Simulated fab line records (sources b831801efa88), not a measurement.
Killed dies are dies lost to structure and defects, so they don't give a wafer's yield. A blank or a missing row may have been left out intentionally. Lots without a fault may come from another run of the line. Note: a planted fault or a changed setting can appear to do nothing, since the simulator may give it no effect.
Which tool is to blame? -- flow sky130 -- 39 wafers from 13 lots sampled at 3 of the route's 708 steps

== WHAT THE GAUGES READ, wafer by wafer ==
SKY_METAL5_RS_MEAS_05: the measuring method here is four-point-probe. Usual: METAL5_ALCU_RS typically reads 0.02695 ohm/sq, with standard deviation 0.00021.
lot,measured,on,METAL5_ALCU_RS (ohm/sq),flag
L241,day 42 16:04,film_metro-03,0.02728 0.0266 0.02668,
L243,day 43 05:04,film_metro-03,0.02707 0.02688 0.02686,
L244,day 43 10:22,film_metro-03,0.02669 0.02674 0.02669,
L247,day 45 07:43,film_metro-02,0.02685 0.0271 0.02682,
L246,day 45 08:46,film_metro-03,0.02713 0.02726 0.02746,
L249,day 45 12:28,film_metro-03,0.02711 0.02696 0.02704,
L251,day 45 16:11,film_metro-02,0.02662 0.0267 0.02662,
L253,day 46 10:18,film_metro-04,0.02699 0.02719 0.02699,
L255,day 46 15:37,film_metro-02,0.02732 0.0271 0.02713,
L258,day 48 00:14,film_metro-03,0.02688 0.02668 0.02669,
L260,day 48 02:50,film_metro-04,0.02666 0.02676 0.02668,
L262,day 48 07:17,film_metro-04,0.02704 0.0272 0.02708,
L264,day 48 12:13,film_metro-03,0.0269 0.02693 0.02719,

== EACH LOT AND THE TOOL THAT RAN IT (in order: tool; ch and the chambers of the sampled wafers; start) ==
lot,SKY_LI_CONTACT_CVD_21,SKY_METAL5_SPUTTER_01
L241,"cvd_w-02 ch 0,1, day 29 02:26","pvd_sputter-01, day 42 15:56"
L243,"cvd_w-02 ch 0,1, day 29 18:08","pvd_sputter-02, day 43 04:56"
L244,"cvd_w-02 ch 0,1, day 29 21:59","pvd_sputter-04, day 43 10:13"
L247,"cvd_w-02 ch 0,1, day 31 21:22","pvd_sputter-01, day 45 07:34"
L246,"cvd_w-01 ch 0,1, day 32 00:01","pvd_sputter-02, day 45 08:38"
L249,"cvd_w-01 ch 0,1, day 32 10:17","pvd_sputter-02, day 45 12:19"
L251,"cvd_w-02 ch 0,1, day 32 18:58","pvd_sputter-02, day 45 16:02"
L253,"cvd_w-02 ch 0,1, day 33 13:44","pvd_sputter-01, day 46 10:07"
L255,"cvd_w-02 ch 0,1, day 34 01:28","pvd_sputter-02, day 46 15:28"
L258,"cvd_w-01 ch 0,1, day 34 23:32","pvd_sputter-04, day 48 00:04"
L260,"cvd_w-01 ch 0,1, day 35 11:13","pvd_sputter-02, day 48 02:40"
L262,"cvd_w-01 ch 0, day 35 23:50","pvd_sputter-01, day 48 07:08"
L264,"cvd_w-02 ch 0,1, day 36 11:54","pvd_sputter-01, day 48 12:02"
- SKY_LI_CONTACT_CVD_21: deposits W, target thk 400 nm, time 120.56 s.
- SKY_METAL5_SPUTTER_01: material TiN, target thk 20 nm, time 16.7 s.

== AS READ BY THE TOOLS THEMSELVES (means over the sampled wafers that have a number; for cases with no such wafer, the mark the record gives instead) ==
SKY_LI_CONTACT_CVD_21. Usual: heater_power_w 882 W, standard deviation 180.
lot,tool,heater_power_w (W),flag
L241,cvd_w-02,815,
L243,cvd_w-02,821,
L244,cvd_w-02,801,
L247,cvd_w-02,797,
L246,cvd_w-01,858,
L249,cvd_w-01,1024,
L251,cvd_w-02,792,
L253,cvd_w-02,797,
L255,cvd_w-02,823,
L258,cvd_w-01,1016,
L260,cvd_w-01,1015,
L262,cvd_w-01,700,
L264,cvd_w-02,812,

SKY_METAL5_SPUTTER_01. Usual: throttle_valve_pct 30.3 %, standard deviation 0.8.
lot,tool,throttle_valve_pct (%),flag
L241,pvd_sputter-01,30.4,
L243,pvd_sputter-02,29.8,
L244,pvd_sputter-04,30.5,
L247,pvd_sputter-01,30.7,
L246,pvd_sputter-02,29.7,
L249,pvd_sputter-02,29.5,
L251,pvd_sputter-02,29.8,
L253,pvd_sputter-01,30.8,
L255,pvd_sputter-02,29.4,
L258,pvd_sputter-04,30.5,
L260,pvd_sputter-02,30.1,
L262,pvd_sputter-01,30.9,
L264,pvd_sputter-01,31.3,

== THE ANSWER, worked out from the rows above alone ==
Rule: take the mean of a lot's wafers that have a number; if it is more than 3 standard deviations from the usual mean, the lot is off. A lot without any number at a reading at which 4 lots or more have one is off too. Where the step has rows for the other lots, those lots are counted as sound. Order of review: gauges by route order, followed by the tools' own readings, for which a lot's mean as printed above is used. At the first step where some lot is off, the reading lying furthest off is the one used; lots without a number count as furthest.
Nothing can be told from this: no lot is off at any reading shown.

== WHAT THE SIMULATOR HAD INSERTED ==
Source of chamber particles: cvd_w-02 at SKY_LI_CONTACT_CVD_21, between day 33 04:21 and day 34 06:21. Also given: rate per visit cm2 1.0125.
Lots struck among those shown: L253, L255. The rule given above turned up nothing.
